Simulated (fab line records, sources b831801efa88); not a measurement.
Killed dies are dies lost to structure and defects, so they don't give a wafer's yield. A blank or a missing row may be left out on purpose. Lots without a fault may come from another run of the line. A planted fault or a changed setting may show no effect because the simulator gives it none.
fab line records | flow sky130
record lots=5 wafers=15 last_day=50
route steps=708 shown VIA2@509 PAD_OPEN@708
lots that met no fault: from a run of the same line without faults
start_h: hours from the record's first day to the start of the lot's first wafer shown | wait_h: hours since the lot's step before | " the same as in the row above | L1.1+2: a row that stands for several wafers | - no value, or no start given | * or withheld: withheld | < > ~ a bound
route shown NAME@n: a module of which the file shows steps, and the number in the route of the first | usual: mean/standard deviation of fault-free wafers | same: alike in all rows | chamber/n: place in a boat | sites: the reading at each site | _std_site: their standard deviation | _edge_site: outer sites' mean less inner sites' | radius_mm: how far each site lies from the wafer's centre | mask NAME#n: copy n | behind: the tool/chamber that last shaped the wafer | hold: why the lot was held/for how many hours/how that ended | device: the transistor (n, p or np) that didn't switch | end of line: the same wafers' tests at the end of the route | a step without rows: its recipe alone | killed: dies lost to structure and defects at the first sort, not the wafer's yield | map: a wafer's dies, x killed, . not, _ none there
set.NAME: the setting as run; set.NAME@STEP: as run at that earlier step | model.NAME: the simulator's own value behind a step, which no gauge read
lots at some steps of the route; a table a step, a row a wafer
services: from which hour (start_h, from the record's first day; less than 0 if before it) a tool's chamber was out of use, for how many hours, and why
## steps
# step SKY_VIA2_CMP_02
# recipe material=SiO2 down_force_psi=4 platen_rpm=60 pad_velocity_m_s=0.94248
# usual motor_current_A=11.9/1.2
# columns lot.wafer tool chamber start_h wait_h motor_current_A
L751.2 cmp-02 3 835.96 0.0 14.0
L751.3 " 0 " " 11.8
L751.5 " 0 " " 11.7
L752.1 cmp-02 0 838.61 0.1 11.5
L752.4 " 1 " " 12.2
L752.5 " 3 " " 14.1
L760.1 cmp-01 3 901.12 0.1 11.6
L760.4 " 1 " " 11.6
L760.3 " 2 " " 11.2
L768.2 cmp-02 3 936.95 0.0 13.8
L768.4 " 1 " " 11.8
L768.5 " 3 " " 13.5
L772.2 cmp-01 0 972.75 0.1 9.9
L772.4 " 2 " " 11.0
L772.5 " 0 " " 10.8
# step SKY_VIA2_BOW_MEAS_03
# recipe mode=bow
# usual VIA2_BOW=88/7.2
# columns lot.wafer tool chamber start_h wait_h VIA2_BOW[um]
L751.2 film_metro-01 - 836.28 0.3 87
L751.3 " - " " 90
L751.5 " - " " 93
L752.1 film_metro-01 - 838.81 0.1 90
L752.4 " - " " 91
L752.5 " - " " 100
L760.1 film_metro-01 - 901.42 0.2 93
L760.3 " - " " 80
L760.4 " - " " 90
L768.2 film_metro-02 - 937.27 0.3 95
L768.4 " - " " 86
L768.5 " - " " 93
L772.2 film_metro-03 - 973.02 0.2 91
L772.4 " - " " 86
L772.5 " - " " 82
# step SKY_VIA2_DEHYDRATE_04
# recipe temp_c=200 time_s=60
# step SKY_VIA2_HMDS_05
# recipe prime_time_s=60 prime_temp_c=120
# step SKY_VIA2_COAT_06
# recipe resist=BARC temp_c=withheld time_s=withheld spin_rpm=3000 resist_thk_nm=60
# step SKY_VIA2_COAT_07
# recipe resist=KrF-thick spin_rpm=3000 resist_thk_nm=450
# step SKY_VIA2_SOFTBAKE_08
# recipe temp_c=100 time_s=90 resist=KrF-thick
# step SKY_VIA2_EXPOSE_09
# recipe mask_id=VIM2 na=0.8 source_shape=annular sigma_inner=0.55 sigma_outer=0.85 target_cd_nm=200 dose_mj=38
# step SKY_VIA2_PEB_10
# recipe peb_temp_c=withheld peb_time_s=withheld resist=KrF-thick
# step SKY_VIA2_DEVELOP_11
# recipe develop_time_s=60 resist=KrF-thick dev_temp_c=21
# step SKY_VIA2_CD_MEAS_12
# recipe target_cd_nm=200
# usual cd_nm=200.2/1.6
# columns lot.wafer tool chamber start_h wait_h cd_nm
L751.2 cd_sem-01 - 861.58 - 198.9
L751.3 " - " " 197.5
L751.5 " - " " 198.5
L752.1 cd_sem-02 - 864.37 - 198.7
L752.4 " - " " 199.9
L752.5 " - " " 199.3
L760.1 cd_sem-02 - 925.84 - 199.2
L760.3 " - " " 202.3
L760.4 " - " " 201.2
L768.2 cd_sem-02 - 961.49 - 200.2
L768.4 " - " " 200.3
L768.5 " - " " 200.3
L772.2 cd_sem-01 - 996.71 - 199.9
L772.4 " - " " 198.6
L772.5 " - " " 199.5
# step SKY_VIA2_OVL_MEAS_13
# usual VIA2_OVL=1/5.7
# columns lot.wafer tool chamber start_h wait_h VIA2_OVL[nm]
L751.2 overlay-02 - 861.69 0.1 5
L751.3 " - " " 0
L751.5 " - " " 4
L752.1 overlay-01 - 864.49 0.1 -1
L752.4 " - " " -3
L752.5 " - " " 1
L760.1 overlay-01 - 925.96 0.1 -6
L760.3 " - " " -5
L760.4 " - " " -1
L768.2 overlay-02 - 961.60 0.1 3
L768.4 " - " " -2
L768.5 " - " " 2
L772.2 overlay-01 - 996.81 0.1 3
L772.4 " - " " 3
L772.5 " - " " 11
# step SKY_VIA2_ETCH_14
# recipe chemistry=N2/H2 target=BARC ion_energy_ev=200 source_w=500 bias_w=100 pressure_mtorr=30 n2_flow_sccm=100 h2_flow_sccm=200 stop_on=SiO2 time_s=45.9 target_depth_a=600
# usual drypump_motor_current_A=5.9/0.4 oes_product_au=0.855/0.0046 rf_fwd_power_W=494.6/2.2 throttle_valve_pct=13.224/0.01
# columns lot.wafer tool chamber start_h wait_h drypump_motor_current_A oes_product_au rf_fwd_power_W rf_hours_counter_h throttle_valve_pct model.KrF-thick_of_VIA2_COAT_07.thk_nm
L751.2 rie_diel-04 3 861.72 0.0 5.4 0.852 494.9 8 13.233 393.5
L751.3 " 0 " " 5.5 0.848 494.1 1 13.235 390.4
L751.5 " 1 " " 5.6 0.846 496.3 - 13.222 392.7
L752.1 rie_diel-03 1 864.52 0.0 6.2 0.856 490.8 15 13.227 395.4
L752.4 " 3 " " 6.2 0.855 493.5 22 13.220 394.8
L752.5 " 2 " " 5.5 0.850 490.6 - 13.234 393.8
L760.1 rie_diel-04 2 925.99 0.0 5.6 0.854 495.6 13 13.228 394.3
L760.3 " 1 " " 5.5 0.863 494.2 3 13.220 396.8
L760.4 " 0 " " 5.5 0.853 493.3 2 13.218 392.3
L768.2 rie_diel-02 1 961.63 0.0 5.4 0.860 495.6 9 13.213 391.7
L768.4 " 3 " " 6.1 0.853 491.7 16 13.224 392.7
L768.5 " 2 " " 5.9 0.849 495.2 - 13.236 390.3
L772.2 rie_diel-03 2 996.84 0.0 5.5 0.846 492.5 20 13.230 391.9
L772.4 " 0 " " 6.7 0.856 496.1 15 13.226 391.6
L772.5 " 1 " " 6.3 0.858 489.7 - 13.223 390.7
# step SKY_VIA2_ETCH_15
# recipe target=SiO2 chemistry=C4F8/O2/Ar target_depth_nm=546 stop_on=TiN mask_material=KrF-thick source_w=1500 bias_w=1200 pressure_mtorr=40 c4f8_flow_sccm=withheld O2_flow_sccm=6 Ar_flow_sccm=300 time_s=84
# usual oes_product_au=0.940/0.0048 rf_fwd_power_W=1489/5.1
# columns lot.wafer tool chamber start_h wait_h oes_product_au rf_fwd_power_W rf_hours_counter_h
L751.2 rie_diel-04 3 861.76 0.0 0.936 1489 8
L751.3 " 0 " " 0.936 1490 1
L751.5 " 1 " " 0.945 1495 -
L752.1 rie_diel-03 1 864.57 0.0 0.934 1482 15
L752.4 " 3 " " 0.931 1489 22
L752.5 " 2 " " 0.938 1481 -
L760.1 rie_diel-04 2 926.04 0.0 0.933 1492 13
L760.3 " 1 " " 0.942 1492 3
L760.4 " 0 " " 0.940 1496 2
L768.2 rie_diel-02 1 961.67 0.0 0.938 1498 9
L768.4 " 3 " " 0.935 1493 16
L768.5 " 2 " " 0.936 1489 -
L772.2 rie_diel-03 2 996.89 0.0 0.939 1484 20
L772.4 " 0 " " 0.944 1497 15
L772.5 " 1 " " 0.943 1480 -
# step SKY_PAD_OPEN_PROBE_99
# usual defect_limited_yield=82.5/1.7 killed_at_M0_to_M3=43/6.1 killed_at_M4_up=3.5/2 killed_at_contacts=25/5.1 killed_at_front_end=14/4.2 killed_at_other=0.3/0.55 killed_dies=86/8.3 killed_open=46/7.2 killed_short=39/6 sort_bin_3_pad_short=0.9/0.42 sort_bin_5_function=10.3/1.4 sort_bin_6_memory=6.3/1.1 sort_n_pass=406/8.3 sort_yield_pct=82.5/1.7
# same gross_dies=492 killed_at_back_side=0 sort_bin_4_leakage[%]=0 sort_bin_8_speed[%]=0
# columns lot.wafer tool chamber start_h wait_h defect_limited_yield[%] killed_at_M0_to_M3 killed_at_M4_up killed_at_contacts killed_at_front_end killed_at_other killed_dies killed_open killed_short sort_bin_3_pad_short[%] sort_bin_5_function[%] sort_bin_6_memory[%] sort_n_pass sort_yield_pct[%]
L751.2 prober-01 - 1086.04 0.1 80.3 43 1 32 20 1 97 51 46 0.4 12.4 6.9 395 80.3
L751.3 prober-01 - 1086.09 0.2 81.7 47 3 24 16 0 90 46 44 0.8 10.8 6.7 402 81.7
L751.5 prober-01 - 1086.19 0.2 82.1 45 2 25 16 0 88 48 40 0.6 9.6 7.7 404 82.1
L752.1 prober-02 - 1087.40 0.1 82.1 35 4 33 16 0 88 45 43 1.0 9.1 7.7 404 82.1
L752.4 prober-02 - 1087.55 0.2 82.5 46 6 16 18 0 86 38 48 1.0 9.3 7.1 406 82.5
L752.5 prober-02 - 1087.60 0.2 83.7 38 4 27 10 1 80 34 44 1.8 7.9 6.5 412 83.7
L768.2 prober-02 - 1165.00 0.1 81.1 54 3 19 16 1 93 50 43 1.0 11.2 6.7 399 81.1
L768.4 prober-02 - 1165.10 0.2 83.7 45 5 16 14 0 80 48 32 0.6 8.7 6.9 412 83.7
L768.5 prober-02 - 1165.15 0.2 85.0 35 4 22 13 0 74 36 38 1.2 7.5 6.3 418 85.0
# killed by level:class
L751.2 LI_CONTACT:geometric_particle:open=11 CONTACT:geometric_particle:open=10 METAL1:geometric_particle:short=9 VIA1:geometric_particle:open=8 METAL2:geometric_particle:short=7 FIELD_ISO:geometric_particle:open=6 VIA2:geometric_particle:open=6 POLY_GATE:geometric_particle:short=5
L751.3 VIA1:geometric_particle:open=11 FIELD_ISO:geometric_particle:short=9 VIA3:geometric_particle:open=9 LI_CONTACT:geometric_particle:open=7 CONTACT:geometric_particle:open=7 METAL1:geometric_particle:short=7 POLY_GATE:geometric_particle:open=4 LI_CONTACT:geometric_particle:short=4
L751.5 VIA1:geometric_particle:open=10 CONTACT:geometric_particle:open=9 CONTACT:geometric_particle:short=7 VIA1:geometric_particle:short=7 VIA2:geometric_particle:open=7 METAL3:geometric_particle:short=5 VIA3:geometric_particle:short=5 POLY_GATE:geometric_particle:open=4
L752.1 CONTACT:geometric_particle:open=14 LI_CONTACT:geometric_particle:open=5 VIA2:geometric_particle:open=5 CONTACT:geometric_particle:short=5 METAL1:geometric_particle:short=5 POLY_GATE:geometric_particle:short=4 POLY_GATE:geometric_particle:open=4 LI_CONTACT:geometric_particle:short=4
L752.4 FIELD_ISO:geometric_particle:short=10 VIA1:geometric_particle:open=9 METAL2:geometric_particle:short=8 VIA2:geometric_particle:open=8 CONTACT:geometric_particle:open=7 METAL1:geometric_particle:short=5 VIA1:geometric_particle:short=5 METAL4:geometric_particle:short=5
L752.5 CONTACT:geometric_particle:open=9 VIA1:geometric_particle:open=8 METAL1:geometric_particle:short=6 LI_CONTACT:geometric_particle:open=6 CONTACT:geometric_particle:short=6 METAL2:geometric_particle:short=5 METAL3:geometric_particle:short=5 VIA1:geometric_particle:short=5
L768.2 VIA1:geometric_particle:open=10 VIA3:geometric_particle:open=8 METAL1:geometric_particle:short=7 VIA2:geometric_particle:open=7 CONTACT:geometric_particle:open=6 METAL2:geometric_particle:short=6 FIELD_ISO:geometric_particle:short=5 FIELD_ISO:geometric_particle:open=4
L768.4 VIA3:geometric_particle:open=10 VIA1:geometric_particle:open=8 LI_CONTACT:geometric_particle:open=7 CONTACT:geometric_particle:open=5 VIA3:geometric_particle:short=5 METAL4:geometric_particle:short=5 METAL1:geometric_particle:open=4 METAL1:geometric_particle:short=4
L768.5 CONTACT:geometric_particle:open=8 CONTACT:geometric_particle:short=7 VIA2:geometric_particle:open=6 VIA3:geometric_particle:open=6 LOCAL_INTERCONNECT:geometric_particle:short=5 VIA1:geometric_particle:open=5 METAL1:geometric_particle:short=4 METAL4:geometric_particle:short=4
## services
# columns tool chamber start_h hours kind
rie_diel-02 2 830.30 5.9 repair
cmp-01 - 837.65 4.2 repair
cmp-02 - 860.20 5.3 repair
rie_diel-02 - 867.33 0.3 repair
rie_diel-02 1 908.33 10.8 repair
cmp-02 - 912.21 4.0 pm
cmp-02 - 916.21 - consumable_replace:conditioner
cmp-02 - 916.21 - consumable_replace:pad
cmp-02 - 917.57 1.1 repair
cmp-01 - 929.97 1.1 repair
rie_diel-04 - 958.96 0.9 repair
rie_diel-02 0 970.00 3.6 repair
rie_diel-04 3 971.39 16.7 repair
rie_diel-04 1 975.23 2.0 repair
rie_diel-04 2 980.70 5.0 repair
cmp-01 - 981.85 2.8 repair
rie_diel-04 1 982.26 9.3 repair
rie_diel-03 1 982.64 3.1 repair
## key
first_sign none at tools or gauges
model_effect step=SKY_VIA2_ETCH_14 value=KrF-thick_of_VIA2_COAT_07.thk_nm without=392.3 struck=395.5
met_at SKY_VIA2_ETCH_14
struck_wafers L760.1,L760.3
onset_between 861.72 925.99
fault kind=process_parameter_drift tool=rie_diel-04 chamber=- onset_h=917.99 steps=SKY_VIA2_ETCH_14 channel=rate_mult offset=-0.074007 shape=step end_h=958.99 scope=struck_wafers_only
